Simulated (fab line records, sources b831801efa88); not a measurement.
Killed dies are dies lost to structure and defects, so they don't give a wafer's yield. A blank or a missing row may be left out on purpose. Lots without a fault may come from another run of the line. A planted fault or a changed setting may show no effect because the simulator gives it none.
A struck lot beside a sound one | flow sky130 | 43 steps out of a route of 708
Sound: wafers L128.1, L128.4, L128.6. Struck: wafers L138.3, L138.4, L138.6. The cause comes at the end.
At each step with rows: each side's tool, then ch and its chambers, then its first start. Under that, the readings that differ: sound wafers | struck wafers | difference of the means | sigmas: that difference in standard deviations of wafers without a fault.
alike: readings whose means differ by less than 2 such deviations, and words and numbers that are the same on both sides. not compared: withheld readings, readings that some wafer has no value for, bounds like >300 that may hide the same value, and numbers for which the record gives no deviation and whose values overlap.
The two part at a step that has a row with sigmas, a row that says differs or no value, or rows on one side only. Numbers that don't overlap but have no deviation are shown without sigmas and don't part them. A reading that every wafer of one side lacks parts them only if that side has two wafers or more.

SKY_VIA3_ETCH_14: etches BARC in N2/H2, stops on SiO2, time 45.9 s, target depth 60 nm.
  sound on rie_diel-04 ch 0,1, day 39 09:56; struck on rie_diel-04 ch 0,2, day 42 17:45
  alike: drypump_motor_current_A, oes_product_au, throttle_valve_pct
  not compared: rf_hours_counter_h
then, 1 step without rows for these wafers: SKY_VIA3_ETCH_15 (etches SiO2 in C4F8/O2/Ar, stops on TiN, target depth 507 nm, time 78 s).
SKY_VIA3_STRIP_16: strips in O2/N2.
  sound on plasma_asher-04 ch 0,1, day 39 10:02; struck on plasma_asher-03 ch 0,1, day 42 17:53
  alike: drypump_motor_current_A, oes_product_au, strip_time_to_endpoint_s
  not compared: rf_hours_counter_h
then, 5 steps without rows for these wafers: SKY_VIA3_STRIP_17 (strips in post etch residue remover, time 1200 s); SKY_VIA3_CLEAN_18 (cleans in IPA, time 180 s); SKY_VIA3_CLEAN_19 (cleans in O3/DIW); SKY_VIA3_SPUTTER_20 (material TiN, target thk 20 nm, time 76.36 s); SKY_VIA3_CVD_21 (deposits W, target thk 390 nm, time 117.31 s).
SKY_VIA3_RS_MEAS_22: measures by four-point-probe.
  sound on film_metro-02, day 39 10:49; struck on film_metro-02, day 42 18:40
  alike: VIA3_W_RS
SKY_VIA3_THK_MEAS_23: measures by xrf.
  sound on film_metro-02, day 39 10:56; struck on film_metro-02, day 42 18:46
  alike: VIA3_W_THK
SKY_VIA3_CMP_24: polishes, stops on SiO2, t overpolish 20 s, target thk 0 nm.
  sound on cmp-01 ch 0,2,3, day 39 11:00; struck on cmp-02 ch 0,1,3, day 42 18:54
  alike: motor_current_A, overpolish_run_s, time_to_endpoint_s
then, 1 step without rows for these wafers: SKY_METAL4_SPUTTER_00 (material Ti, target thk 15 nm, time 10 s).
SKY_METAL4_SPUTTER_01: material TiN, target thk 20 nm, time 16.7 s.
  sound on pvd_sputter-02, day 39 11:19; struck on pvd_sputter-02, day 42 19:08
  alike: throttle_valve_pct
then, 2 steps without rows for these wafers: SKY_METAL4_SPUTTER_02 (material AlCu, target thk 735 nm, time 39.1 s); SKY_METAL4_SPUTTER_03 (material Ti, target thk 5 nm, time 3.3 s).
SKY_METAL4_SPUTTER_04: material TiN, target thk 70 nm, time 58.3 s.
  sound on pvd_sputter-02, day 39 11:24; struck on pvd_sputter-02, day 42 19:13
  alike: throttle_valve_pct
then, 1 step without rows for these wafers: SKY_CAP2M_CVD_00 (deposits SiO2, target thk 15.5 nm).
SKY_CAP2M_THK_MEAS_01:
  sound on film_metro-04, day 39 11:29; struck on film_metro-02, day 42 19:18
  alike: CAP2M_CVD_00_THK
SKY_CAP2M_SPUTTER_02: material TiN, target thk 200 nm, time 166.7 s.
  sound on pvd_sputter-03, day 39 11:32; struck on pvd_sputter-02, day 42 19:20
  alike: throttle_valve_pct
SKY_CAP2M_RS_MEAS_03: measures by four-point-probe.
  sound on film_metro-01, day 39 11:38; struck on film_metro-04, day 42 19:29
  alike: CAP2M_TIN_RS
SKY_CAP2M_THK_MEAS_04: measures by xrf.
  sound on film_metro-01, day 39 11:46; struck on film_metro-04, day 42 19:35
  alike: CAP2M_TIN_THK
then, 7 steps without rows for these wafers: SKY_CAP2M_DEHYDRATE_05 (time 60 s); SKY_CAP2M_HMDS_06 (prime time 60 s); SKY_CAP2M_COAT_07 (resist thk 1140 nm); SKY_CAP2M_SOFTBAKE_08 (time 60 s); SKY_CAP2M_EXPOSE_09 (exposes mask CAP2M, target cd 1000 nm); SKY_CAP2M_PEB_10; SKY_CAP2M_DEVELOP_11 (develop time 60 s).
SKY_CAP2M_OVL_MEAS_12:
  sound on overlay-02, day 40 11:48; struck on overlay-01, day 43 17:55
  alike: CAP2M_OVL
then, 13 steps without rows for these wafers: SKY_CAP2M_METAL_ETCH_13 (etches TiN in Cl2/BCl3, stops on SiO2, target depth 220 nm, time 62.9 s); SKY_CAP2M_STRIP_14 (strips in O2/N2); SKY_CAP2M_STRIP_15 (strips in post etch residue remover, time 1200 s); SKY_CAP2M_CLEAN_16 (cleans in IPA, time 180 s); SKY_CAP2M_CLEAN_17 (cleans in O3/DIW); SKY_METAL4_DEHYDRATE_05 (time 60 s); SKY_METAL4_HMDS_06 (prime time 60 s); SKY_METAL4_COAT_07 (resist thk 60 nm); SKY_METAL4_COAT_08 (resist thk 1140 nm); SKY_METAL4_SOFTBAKE_09 (time 90 s); SKY_METAL4_EXPOSE_10 (exposes mask MM4, target cd 300 nm); SKY_METAL4_PEB_11; SKY_METAL4_DEVELOP_12 (develop time 60 s).
-- the record jumps here: 5 days lie between the struck wafers' starts before and after (it left off in module METAL4 and takes up again in module PAD_OPEN, whose first step shown is number 708 of the route) --
SKY_PAD_OPEN_PROBE_99:
  sound on prober-02, day 45 12:07; struck on prober-02, day 48 07:47
  reading                               | sound             | struck                                                                     | difference                   | sigmas
  hold                                  | - - -             | await_dispo/2.0h/release await_dispo/2.0h/release await_dispo/2.0h/release | no value on the sound wafers |
  defect_limited_yield (%)              | 82.3 83.1 80.3    | 74.6 70.1 74.0                                                             | -9.0                         | -4
  killed_at_M4_up                       | 3 4 5             | 67 64 57                                                                   | +59                          | +35
  killed_dies                           | 87 83 97          | 125 147 128                                                                | +44                          | +4
  sort_bin_3_pad_short (%)              | 1.2 1.2 1.0       | 3.7 4.5 3.3                                                                | +2.7                         | +6
  sort_bin_5_function (%)               | 10.2 10.0 12.6    | 14.8 18.1 15.2                                                             | +5.1                         | +3
  sort_n_pass                           | 405 409 395       | 367 345 364                                                                | -44                          | -4
  sort_yield_pct (%)                    | 82.3 83.1 80.3    | 74.6 70.1 74.0                                                             | -9.0                         | -4
  model.etest.tester.sort_n_pass        | 405 409 395       | 367 345 364                                                                | -44                          |
  model.etest.tester.sort_yield_pct (%) | 82.32 83.13 80.28 | 74.59 70.12 73.98                                                          | -9.01                        |
  model.etest.tester.sort_bin_5_pct (%) | 10.16 9.959 12.6  | 14.84 18.09 15.24                                                          | +5.15                        |
  model.etest.tester.sort_bin_3_pct (%) | 1.22 1.22 1.016   | 3.659 4.472 3.252                                                          | +2.642                       |
  alike: killed_at_M0_to_M3, killed_at_contacts, killed_at_front_end, killed_at_other, killed_on_rim, killed_open, killed_short, sort_bin_6_memory

WHERE THEY PART
Only at SKY_PAD_OPEN_PROBE_99, within this record.

WHY: what the simulator had put in
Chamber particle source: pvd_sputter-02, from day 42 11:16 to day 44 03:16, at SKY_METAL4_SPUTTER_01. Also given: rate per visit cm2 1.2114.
